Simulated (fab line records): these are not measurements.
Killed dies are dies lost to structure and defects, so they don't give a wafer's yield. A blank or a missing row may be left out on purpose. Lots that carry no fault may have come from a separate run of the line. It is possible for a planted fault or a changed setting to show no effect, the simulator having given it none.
Problem report in the 8D (eight disciplines) form, filled by code ; flow sky130 ; the parts of the form that need people (team, actions taken, sign-off) are left out

== 1. PROBLEM STATEMENT ==
Mean LI_CONTACT_HDPCVD_THK at SKY_LI_CONTACT_THK_MEAS_01: 1425 nm over 3 wafers in 2 lots; fault-free wafers: 930 nm, standard deviation 12. That is +41 standard deviations from the usual mean.
Seen first at day 33 13:46 on film-metro-02, wafer L308.1. At this step, 33 wafers from 11 lots have a number in the record. Rule for "out", or "out of limits": more than 4 standard deviations from the usual mean. Any other wafer with a number is counted as sound.

== 2. WHAT IT IS; WHAT IT IS NOT ==
question;is;is not
which readings at this step;LI_CONTACT_HDPCVD_THK;-
which lots;L308, L312;L293, L294, L297, L301, L302, L304, L307, L314, L315
which wafers of those lots;L308.1, L312.5, L312.6;L308.2, L308.3, L312.3
read on which gauges;film-metro-02, film-metro-04;film-metro-01
when;from day 33 13:46;"up to then (23 sound wafers); but 7 sound wafers of L312, L314, L315 came after"

== 3. THE SUSPECTS, EACH WITH WHAT RULES IT OUT ==
Counting: any tool at a process step up to the reading remains a suspect provided it ran every lot that is out. Sound lots after the first of them don't rule it out here, since some wafers of a struck lot are sound.
- the gauge at SKY_LI_CONTACT_THK_MEAS_01 has been ruled out. 2 gauges (film-metro-02, film-metro-04) read the wafers that are out.
- hdpcvd-02 at SKY_LI_CONTACT_HDPCVD_00 (deposits PSG, target thk 930 nm, time 155 s): kept. It processed each lot that is out (first: L308, day 33 13:40); up to then, its last sound lot is L307 (day 32 21:12).
Left after counting: hdpcvd-02 at SKY_LI_CONTACT_HDPCVD_00.

== 4. THE CAUSE (what the simulator had put in) ==
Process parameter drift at SKY_LI_CONTACT_HDPCVD_00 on hdpcvd-02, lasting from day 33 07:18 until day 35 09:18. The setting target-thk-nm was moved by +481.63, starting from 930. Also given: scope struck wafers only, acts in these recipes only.
After counting, this tool was the only one left.

== 5. THE EFFECT CHAIN, in route order ==
One row per reading whose mean, taken over the struck wafers that have a number, lies over 3 standard deviations from the usual. Only readings whose record carries a usual standard deviation are examined. hours: median over the lots of the time between each lot's start at the first step of this table that gives one and its start at this step. sigmas: the change, counted in usual standard deviations.
hours;step;reading;usual;on struck wafers;change;sigmas
0;SKY_LI_CONTACT_THK_MEAS_01;LI_CONTACT_HDPCVD_THK;930 nm;1425;+495;+41
0;SKY_LI_CONTACT_CMP_02;time-to-endpoint-s;33 s;83;+50;+16
Its process steps:
- SKY_LI_CONTACT_CMP_02: polishes PSG.

== 6. WHAT WOULD HAVE CAUGHT IT SOONER ==
6 hours passed between the start of the fault at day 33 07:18 and the first reading out of limits at a measuring or inspecting step in this record, taken at day 33 13:46.
L312, from the lots that are out (2), started SKY_LI_CONTACT_HDPCVD_00 on hdpcvd-02 later than day 33 13:46. It would have been spared by a hold on the tool at that moment.
